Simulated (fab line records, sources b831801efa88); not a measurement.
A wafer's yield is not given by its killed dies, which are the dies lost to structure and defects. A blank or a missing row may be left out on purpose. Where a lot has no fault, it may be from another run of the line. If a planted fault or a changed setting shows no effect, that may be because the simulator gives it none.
8D (eight disciplines) problem report, filled in by code | flow sky130 | the parts of the form that need people (team, actions taken, sign-off) are left out

1. PROBLEM STATEMENT
Mean of rf-fwd-power-W at SKY_VIA2_ETCH_15: 1726 W across 6 wafers in 2 lots; on wafers with no fault it is 1489 W (standard deviation 5.1). Relative to the usual mean, that is a shift of +46 standard deviations.
The step: etches SiO2 in C4F8/O2/Ar, stops on TiN, target depth 546 nm, time 84 s.
Seen first at day 40 05:32 on rie-diel-02, wafer L327.2. The record has a number at this step for 18 wafers belonging to 6 lots. The rule behind "out" and "out of limits": a value lying over 4 standard deviations away from the usual mean. Any other wafer with a number is counted as sound.

2. WHAT THIS IS AND IS NOT
question                    | is                     | is not
which readings at this step | rf-fwd-power-W         | oes-product-au
which lots                  | L327, L330             | L316, L318, L328, L337
which wafers of those lots  | all that have a number | -
read on which tools         | rie-diel-02            | rie-diel-01, rie-diel-03
when                        | from day 40 05:32      | up to then (6 sound wafers); but 6 sound wafers of L328, L337 came after

3. THE SUSPECTS, EACH WITH WHAT RULES IT OUT
Counting: a tool at a process step up to the reading stays a suspect if it ran every lot that is out and no sound lot after the first of them.
- rie-diel-02 at SKY_VIA2_ETCH_14 (etches BARC in N2/H2, stops on SiO2, time 45.9 s, target depth 60 nm): kept. It ran every lot that is out, first L327 (day 40 05:29), and no sound lot after that; its last sound lot up to then is L316 (day 37 02:32).
- rie-diel-02 at SKY_VIA2_ETCH_15 (etches SiO2 in C4F8/O2/Ar, stops on TiN, target depth 546 nm, time 84 s): kept. It ran every lot that is out, first L327 (day 40 05:32), and no sound lot after that; its last sound lot up to then is L316 (day 37 02:35). Its own readings are out on those wafers: rf-fwd-power-W.
Left after counting: rie-diel-02 at SKY_VIA2_ETCH_14, rie-diel-02 at SKY_VIA2_ETCH_15.

4. THE CAUSE (what the simulator had put in)
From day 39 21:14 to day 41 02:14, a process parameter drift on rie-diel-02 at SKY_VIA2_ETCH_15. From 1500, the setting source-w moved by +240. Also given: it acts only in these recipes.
Of the 2 suspects that counting leaves, this tool is one.

5. THE EFFECT CHAIN, in route order
Rows list readings where the struck wafers' mean (over those with a number) sits beyond 3 standard deviations from the usual. Only readings whose record carries a usual standard deviation are examined. hours: median over the lots of the time between each lot's start at the first step of this table that gives one and its start at this step. sigmas: the change, counted in usual standard deviations.
hours | step             | reading        | usual  | on struck wafers | change | sigmas
0     | SKY_VIA2_ETCH_15 | rf-fwd-power-W | 1489 W | 1726             | +236   | +46
Its process steps:
- SKY_VIA2_ETCH_15: etches SiO2 in C4F8/O2/Ar, stops on TiN, target depth 546 nm, time 84 s.

6. HOW IT WOULD HAVE BEEN CAUGHT EARLIER
In this record no reading fell out of limits until day 40 05:32, 8 hours after the fault had begun at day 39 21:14.
